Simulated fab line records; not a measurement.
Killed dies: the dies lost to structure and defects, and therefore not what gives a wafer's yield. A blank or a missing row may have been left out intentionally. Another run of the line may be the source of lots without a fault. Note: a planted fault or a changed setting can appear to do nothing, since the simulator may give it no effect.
Struck lot and sound lot, side by side	flow sfq_line	41 steps out of a route of 325
Sound: these wafers, L959.1, L959.4, L959.5. Struck: wafers L967.1, L967.6 (left out: L967.4, a lot-mate that was not struck); the cause follows at the end.
Each step with rows lists, per side, the tool, then ch with its chambers, then its first start. Under that, the readings that differ: sound wafers	struck wafers	difference of the means	sigmas: that difference in standard deviations of wafers without a fault.
alike: readings with means less than 2 such deviations apart, plus words and numbers identical on both sides. not compared: withheld readings, readings lacking a value on some wafer, bounds such as >300 that could conceal the same value, and numbers that have no deviation in the record and whose values overlap.
Wherever a step has rows on one side only, a row that says differs or no value, or a row with sigmas, the two part there. Numbers that have no deviation but don't overlap get no sigmas and don't part them. A reading missing from all wafers of one side parts the sides only when that side holds two or more wafers.

first, 2 steps without rows for these wafers: SFQ_TRILAYER_M6_DEP_PRE_CLEAN_158 (time 22.5 s); SFQ_TRILAYER_M6_DEP_SPUTTER_157 (material Nb, target thk 200 nm, time 133.3 s).
SFQ_M6_RS_MEAS_938: the measuring method here is four-point-probe.
  sound: film_metro-03 at day 68 03:16; struck: film_metro-03 at day 75 12:47
  alike: M6_NB_RS
then, 6 steps without rows for these wafers: SFQ_TRILAYER_M6_LITHO_COAT_164 (resist thk 62 nm); SFQ_TRILAYER_M6_LITHO_COAT_159 (resist thk 600 nm); SFQ_TRILAYER_M6_LITHO_SOFTBAKE_163; SFQ_TRILAYER_M6_LITHO_EXPOSE_160 (exposes mask M6, target cd 500 nm); SFQ_TRILAYER_M6_LITHO_PEB_162 (peb time 60 s); SFQ_TRILAYER_M6_LITHO_DEVELOP_161 (time 60 s).
-- the record jumps here: 2 days lie between the struck wafers' starts before and after --
SFQ_M6_OVL_MEAS_940:
  sound: overlay-01 at day 72 05:31; struck: overlay-01 at day 77 21:10
  alike: M6_OVL
then, 1 step without rows for these wafers: SFQ_TRILAYER_M6_BARC_OPEN_METAL_ETCH_206 (etches BARC in O2, target depth 125 nm, time 41.7 s).
SFQ_TRILAYER_M6_ETCH_METAL_ETCH_162: etches Nb in Cl2/Ar, stops on SiO2, target depth 240 nm, time 120 s.
  sound on rie_metal-01 ch 0,1, day 72 05:37; struck on rie_metal-02 ch 0,1, day 77 21:16
reading	sound	struck	difference	sigmas
drypump_motor_current_A (A)	5.7 5.9 5.7	6.8 6.4	+0.8	+2
oes_product_au (a.u.)	0.881 0.887 0.875	0.824 0.821	-0.058	-9
model.KrF_of_TRILAYER_M6_LITHO_COAT_159.thk_nm (nm)	383.4 379.7 383.4	419.9 421.6	+38.6	
model.M6.feature_depth_nm (nm)	195.5 195.8 193.8	172.1 169.2	-24.4	
model.etch.depth_nm (nm)	195.5 195.8 193.8	172.1 169.2	-24.4	
  not compared: rf_hours_counter_h
then, 2 steps without rows for these wafers: SFQ_TRILAYER_M6_STRIP_STRIP_163 (strips in O2); SFQ_TRILAYER_M6_STRIP_SOLV_CLEAN_164 (cleans in NMP, time 600 s).
SFQ_TRILAYER_I6_DEP_PECVD_165: deposits SiO2 from SiH4/N2O, time 111.11 s, target thk 500 nm.
  sound on pecvd-03 ch 0,1,2, day 72 06:31; struck on pecvd-02 ch 1, day 77 22:10
  alike: heater_power_w, throttle_valve_pct
then, 1 step without rows for these wafers: SFQ_TRILAYER_I6_CMP_CMP_166 (polishes SiO2).
SFQ_I6_BOW_MEAS_941:
  sound: film_metro-03 at day 72 09:35; struck: film_metro-04 at day 78 11:33
  alike: I6_BOW
SFQ_TRILAYER_I6_METRO_MEASURE_167:
  sound: film_metro-03 at day 72 09:43; struck: film_metro-04 at day 78 11:40
  alike: thk_nm
then, 6 steps without rows for these wafers: SFQ_TRILAYER_I6_VIA_LITHO_COAT_174 (resist thk 62 nm); SFQ_TRILAYER_I6_VIA_LITHO_COAT_169 (resist thk 650 nm); SFQ_TRILAYER_I6_VIA_LITHO_SOFTBAKE_173; SFQ_TRILAYER_I6_VIA_LITHO_EXPOSE_170 (exposes mask I6, target cd 700 nm); SFQ_TRILAYER_I6_VIA_LITHO_PEB_172 (peb time 60 s); SFQ_TRILAYER_I6_VIA_LITHO_DEVELOP_171 (time 60 s).
SFQ_I6_OVL_MEAS_942:
  sound: overlay-01 at day 76 21:22; struck: overlay-02 at day 79 15:16
  alike: I6_OVL
then, 1 step without rows for these wafers: SFQ_TRILAYER_I6_VIA_BARC_OPEN_VIA_ETCH_235 (etches BARC in O2, target depth 125 nm, time 41.7 s).
SFQ_TRILAYER_I6_VIA_ETCH_VIA_ETCH_172: etches SiO2 in CHF3, stops on Nb, target depth 260 nm.
  sound on rie_diel-04 ch 0,2,3, day 76 21:26; struck on rie_diel-02 ch 0,1, day 79 15:20
  alike: drypump_motor_current_A, oes_product_au
SFQ_TRILAYER_I6_VIA_STRIP_STRIP_173: strips in O2.
  sound on rie_metal-02 ch 1, day 76 21:33; struck on rie_metal-03 ch 0,1, day 79 15:27
reading	sound	struck	difference	sigmas
drypump_motor_current_A (A)	6.8 6.8 6.8	5.5 6.3	-0.9	-2
oes_product_au (a.u.)	1.005 1.003 0.997	0.985 0.984	-0.017	-2
  alike: platen_temp_c
  not compared: rf_hours_counter_h
then, 3 steps without rows for these wafers: SFQ_TRILAYER_I6_VIA_STRIP_SOLV_CLEAN_174 (cleans in NMP, time 600 s); SFQ_TRILAYER_M7_DEP_PRE_CLEAN_176 (time 22.5 s); SFQ_TRILAYER_M7_DEP_SPUTTER_175 (material Nb, target thk 200 nm, time 133.3 s).
SFQ_M7_RS_MEAS_943: the measuring method here is four-point-probe.
  sound: film_metro-02 at day 76 23:04; struck: film_metro-02 at day 79 16:20
  alike: M7_NB_RS
then, 6 steps without rows for these wafers: SFQ_TRILAYER_M7_LITHO_COAT_182 (resist thk 62 nm); SFQ_TRILAYER_M7_LITHO_COAT_177 (resist thk 600 nm); SFQ_TRILAYER_M7_LITHO_SOFTBAKE_181; SFQ_TRILAYER_M7_LITHO_EXPOSE_178 (exposes mask M7, target cd 500 nm); SFQ_TRILAYER_M7_LITHO_PEB_180 (peb time 60 s); SFQ_TRILAYER_M7_LITHO_DEVELOP_179 (time 60 s).
-- the record jumps here: 4 days lie between the struck wafers' starts before and after --
SFQ_M7_OVL_MEAS_945:
  sound: overlay-01 at day 79 17:34; struck: overlay-01 at day 83 13:22
  alike: M7_OVL
SFQ_TRILAYER_M7_BARC_OPEN_METAL_ETCH_229: etches BARC in O2, target depth 125 nm, time 41.7 s.
  sound on rie_metal-02 ch 0,1, day 79 17:37; struck on rie_metal-02 ch 0, day 83 13:24
  alike: drypump_motor_current_A, oes_product_au
  not compared: rf_hours_counter_h
-- the record jumps here: 7 days lie between the struck wafers' starts before and after --
SFQ_M8_BOW_MEAS_951:
  sound: film_metro-02 at day 88 03:50; struck: film_metro-03 at day 90 07:47
reading	sound	struck	difference	sigmas
model.etest.m6.comb_log10_ohm	12 12 12	0 0	-12	
  alike: M8_BOW

WHERE THEY PART
First at SFQ_TRILAYER_M6_ETCH_METAL_ETCH_162; last, within this record, at SFQ_TRILAYER_I6_VIA_STRIP_STRIP_173. Later steps at which nothing parts them and some readings are alike: SFQ_M7_RS_MEAS_943, SFQ_M7_OVL_MEAS_945, SFQ_TRILAYER_M7_BARC_OPEN_METAL_ETCH_229, SFQ_M8_BOW_MEAS_951.

WHY: the cause the simulator had injected
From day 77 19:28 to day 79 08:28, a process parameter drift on rie_metal-02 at SFQ_TRILAYER_M6_ETCH_METAL_ETCH_162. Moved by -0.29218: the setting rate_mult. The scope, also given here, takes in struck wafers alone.
